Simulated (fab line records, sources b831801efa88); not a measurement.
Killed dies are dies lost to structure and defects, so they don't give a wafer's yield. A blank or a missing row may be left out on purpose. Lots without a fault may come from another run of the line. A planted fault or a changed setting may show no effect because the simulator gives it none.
Chamber matching | flow sky130 | SKY_VIA1_ETCH_15 on rie_diel-04: 4 sister chambers
The step etches SiO2 in C4F8/O2/Ar, stops on TiN, target depth 351 nm, time 54 s. 4 wafers are shown with their chamber, then 12 later ones without.

WAFERS WITH THEIR CHAMBER
wafer  | chamber | oes_product_au (a.u.)
L089.6 | 0       | 0.974
L091.1 | 2       | 0.974
L091.2 | 3       | 0.985
L091.4 | 1       | 0.979

WAFERS WITHOUT THEIR CHAMBER
wafer  | oes_product_au (a.u.)
L092.3 | 0.981
L092.5 | 0.969
L092.6 | 0.972
L094.1 | 0.973
L094.4 | 0.988
L094.6 | 0.977
L096.1 | 0.971
L096.3 | 0.979
L096.5 | 0.984
L097.2 | 0.982
L097.4 | 0.982
L097.6 | 0.976

WHICH CHAMBER EACH WENT THROUGH
wafer  | from the rows above               | in truth
L092.3 | can't be placed: 1 or 3 or 0 or 2 | 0
L092.5 | can't be placed: 0 or 2 or 1      | 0
L092.6 | can't be placed: 0 or 2 or 1      | 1
L094.1 | can't be placed: 0 or 2 or 1      | 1
L094.4 | 3                                 | 3
L094.6 | can't be placed: 1 or 0 or 2      | 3
L096.1 | can't be placed: 0 or 2 or 1      | 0
L096.3 | can't be placed: 1 or 0 or 2      | 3
L096.5 | can't be placed: 3 or 1           | 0
L097.2 | can't be placed: 1 or 3 or 0 or 2 | 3
L097.4 | can't be placed: 1 or 3 or 0 or 2 | 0
L097.6 | can't be placed: 0 or 2 or 1      | 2
Placed correctly: 1 of 12. Can't be placed from these rows: 11 (the true chamber is among the candidates in 8). Placed wrongly: 0.
How it was worked out, from the rows above alone: a wafer's distance from a chamber is the root of the sum, over the readings, of the square of ((its reading less the chamber's mean) divided by the reading's scatter). The wafer belongs to the nearest chamber; if the next one is less than 2 further off, it can't be placed. A chamber's mean is the mean of its shown wafers. The scatter: with one shown wafer a chamber, the root of the mean of the squares of how far each hidden wafer lies from its nearest shown one.
